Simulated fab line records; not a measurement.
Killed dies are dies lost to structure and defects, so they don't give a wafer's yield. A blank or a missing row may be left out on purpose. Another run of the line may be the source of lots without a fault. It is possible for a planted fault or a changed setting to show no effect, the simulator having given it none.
What tool caused it? -- flow sfqLine -- 15 lots, 45 wafers sampled, at 4 steps of a route of 325

## WHAT THE GAUGES SHOWED, per wafer
No reading from a measuring or inspecting step in the record can be judged against a usual standard deviation.

## TOOL THAT RAN EACH LOT (tool first, then ch and the chambers of the sampled wafers, then the start)
lot,SFQ_TRILAYER_L0_STRIP_STRIP_009,SFQ_TRILAYER_I0_CMP_CMP_028,SFQ_TRILAYER_I1_CMP_CMP_046,SFQ_TRILAYER_I1_METRO_MEASURE_047
L615,"rieMetal-01 ch 0, day 4 03:50","cmp-01 ch 1,2,3, day 11 21:03","cmp-01 ch 0,2,3, day 24 02:58","filmMetro-03, day 24 05:05"
L616,"rieMetal-01 ch 0,1, day 4 08:38","cmp-01 ch 1,3, day 12 01:20","cmp-01 ch 1,2, day 24 10:17","filmMetro-01, day 24 13:25"
L617,"rieMetal-01 ch 0, day 4 19:05","cmp-02 ch 1,3, day 12 12:44","cmp-02 ch 1,2,3, day 25 09:29","filmMetro-02, day 25 11:37"
L618,"rieMetal-03 ch 1, day 5 02:23","cmp-01 ch 1,2, day 12 22:14","cmp-01 ch 0,1,3, day 25 15:36","filmMetro-02, day 25 17:43"
L620,"rieMetal-02 ch 1, day 5 14:59","cmp-01 ch 2,3, day 14 07:23","cmp-01 ch 0,1,2, day 26 23:59","filmMetro-03, day 27 02:42"
L621,"rieMetal-01 ch 0, day 5 20:17","cmp-01 ch 0,3, day 14 15:53","cmp-02 ch 2,3, day 27 08:19","filmMetro-01, day 27 11:26"
L622,"rieMetal-02 ch 0,1, day 6 01:17","cmp-01 ch 0,1,3, day 15 01:53","cmp-02 ch 0,1, day 27 18:47","filmMetro-01, day 27 22:18"
L623,"rieMetal-02 ch 0,1, day 6 07:05","cmp-02 ch 2,3, day 15 16:45","cmp-01 ch 1,2,3, day 28 08:35","filmMetro-01, day 28 10:54"
L629,"rieMetal-03 ch 0,1, day 7 19:17","cmp-02 ch 1,2,3, day 17 16:46","cmp-02 ch 0,3, day 31 04:24","filmMetro-03, day 31 07:25"
L630,"rieMetal-03 ch 0,1, day 8 02:17","cmp-01 ch 1,2, day 17 18:04","cmp-02 ch 0,3, day 31 06:54","filmMetro-03, day 31 10:01"
L631,"rieMetal-03 ch 0,1, day 8 10:41","cmp-01 ch 0,1,3, day 18 03:28","cmp-01 ch 0,2,3, day 31 22:08","filmMetro-01, day 32 00:16"
L632,"rieMetal-03 ch 0,1, day 8 15:29","cmp-02 ch 1,2,3, day 18 10:35","cmp-01 ch 0,3, day 32 08:18","filmMetro-02, day 32 11:25"
L633,"rieMetal-02 ch 0,1, day 8 22:41","cmp-02 ch 1,3, day 18 16:59","cmp-01 ch 0,2,3, day 32 11:48","filmMetro-01, day 32 14:37"
L636,"rieMetal-02 ch 0,1, day 10 00:22","cmp-01 ch 0,1,2, day 20 10:28","cmp-01 ch 0,1,2, day 33 17:31","filmMetro-01, day 33 20:50"
L637,"rieMetal-02 ch 0,1, day 10 06:22","cmp-01 ch 0,1,3, day 20 22:44","cmp-01 ch 0,1,3, day 34 06:40","filmMetro-02, day 34 09:47"
- SFQ_TRILAYER_L0_STRIP_STRIP_009: strips in O2.
- SFQ_TRILAYER_I0_CMP_CMP_028: polishes SiO2.
- SFQ_TRILAYER_I1_CMP_CMP_046: polishes SiO2.
- SFQ_TRILAYER_I1_METRO_MEASURE_047

## AS READ BY THE TOOLS THEMSELVES (means over the sampled wafers that have a number; for cases with no such wafer, the mark the record gives instead)
SFQ_TRILAYER_L0_STRIP_STRIP_009.
lot,tool,drypumpMotorCurrentA (A),oesProductAu (a.u.)
L615,rieMetal-01,5.4,0.988
L616,rieMetal-01,5.4,1.013
L617,rieMetal-01,5.3,1.003
L618,rieMetal-03,5.8,1.012
L620,rieMetal-02,6.4,1.015
L621,rieMetal-01,5.4,0.996
L622,rieMetal-02,5.7,1.003
L623,rieMetal-02,5.7,1.002
L629,rieMetal-03,5.7,1.003
L630,rieMetal-03,5.6,1.002
L631,rieMetal-03,5.7,1.006
L632,rieMetal-03,5.6,0.998
L633,rieMetal-02,6.0,1.013
L636,rieMetal-02,5.7,1.008
L637,rieMetal-02,6.1,1.002

SFQ_TRILAYER_I0_CMP_CMP_028.
lot,tool,motorCurrentA (A),timeToEndpointS (s)
L615,cmp-01,10.0,222
L616,cmp-01,10.2,222
L617,cmp-02,10.8,223
L618,cmp-01,10.0,216
L620,cmp-01,9.9,160
L621,cmp-01,10.2,186
L622,cmp-01,10.5,183
L623,cmp-02,10.8,208
L629,cmp-02,11.0,222
L630,cmp-01,10.3,224
L631,cmp-01,10.4,211
L632,cmp-02,10.7,206
L633,cmp-02,10.6,210
L636,cmp-01,10.3,214
L637,cmp-01,10.1,215

SFQ_TRILAYER_I1_CMP_CMP_046.
lot,tool,motorCurrentA (A),timeToEndpointS (s)
L615,cmp-01,10.5,223
L616,cmp-01,9.9,213
L617,cmp-02,10.9,214
L618,cmp-01,10.3,215
L620,cmp-01,10.5,212
L621,cmp-02,10.7,214
L622,cmp-02,8.8,231
L623,cmp-01,10.3,219
L629,cmp-02,9.0,219
L630,cmp-02,9.0,225
L631,cmp-01,10.1,217
L632,cmp-01,10.7,218
L633,cmp-01,10.6,217
L636,cmp-01,10.3,205
L637,cmp-01,10.2,205

SFQ_TRILAYER_I1_METRO_MEASURE_047.
lot,tool,thkNm (nm)
L615,filmMetro-03,200.8
L616,filmMetro-01,200.6
L617,filmMetro-02,199.6
L618,filmMetro-02,199.1
L620,filmMetro-03,200.3
L621,filmMetro-01,199.6
L622,filmMetro-01,201.7
L623,filmMetro-01,199.9
L629,filmMetro-03,200.1
L630,filmMetro-03,200.5
L631,filmMetro-01,200.7
L632,filmMetro-02,200.3
L633,filmMetro-01,200.1
L636,filmMetro-01,198.6
L637,filmMetro-02,199.3

## THE ANSWER, worked out from the rows above alone
Rule: the usual values come from the lots themselves. The widest of any qualifying gaps counts: lots, ordered by their means at a reading, are off when they make up no more than a third of the lots, leave a main group of 4 or more, and stand apart from it by 3 or more times the standard deviation of that group's means. A main group is skipped when, at the precision printed for the reading in the tables above, its means are all equal. A lot without any number at a reading at which 4 lots or more have one is off too. Where the step has rows for the other lots, those lots are counted as sound. The gauges are gone through in route order, then the tools' own readings, and for those a lot's mean is taken as printed above. The first step at which some lot is off is used, and at that step the reading that is off furthest; a lot without a number counts as furthest.
Off: L620, L621, L622, at SFQ_TRILAYER_I0_CMP_CMP_028 (timeToEndpointS). The main group: mean 216 s, standard deviation 6.1.
A tool fits if, at that step or a process step before it, it ran every lot that is off, and no sound lot after the first of them. No candidate that was tried fits.

## WHAT WAS PUT IN BY THE SIMULATOR
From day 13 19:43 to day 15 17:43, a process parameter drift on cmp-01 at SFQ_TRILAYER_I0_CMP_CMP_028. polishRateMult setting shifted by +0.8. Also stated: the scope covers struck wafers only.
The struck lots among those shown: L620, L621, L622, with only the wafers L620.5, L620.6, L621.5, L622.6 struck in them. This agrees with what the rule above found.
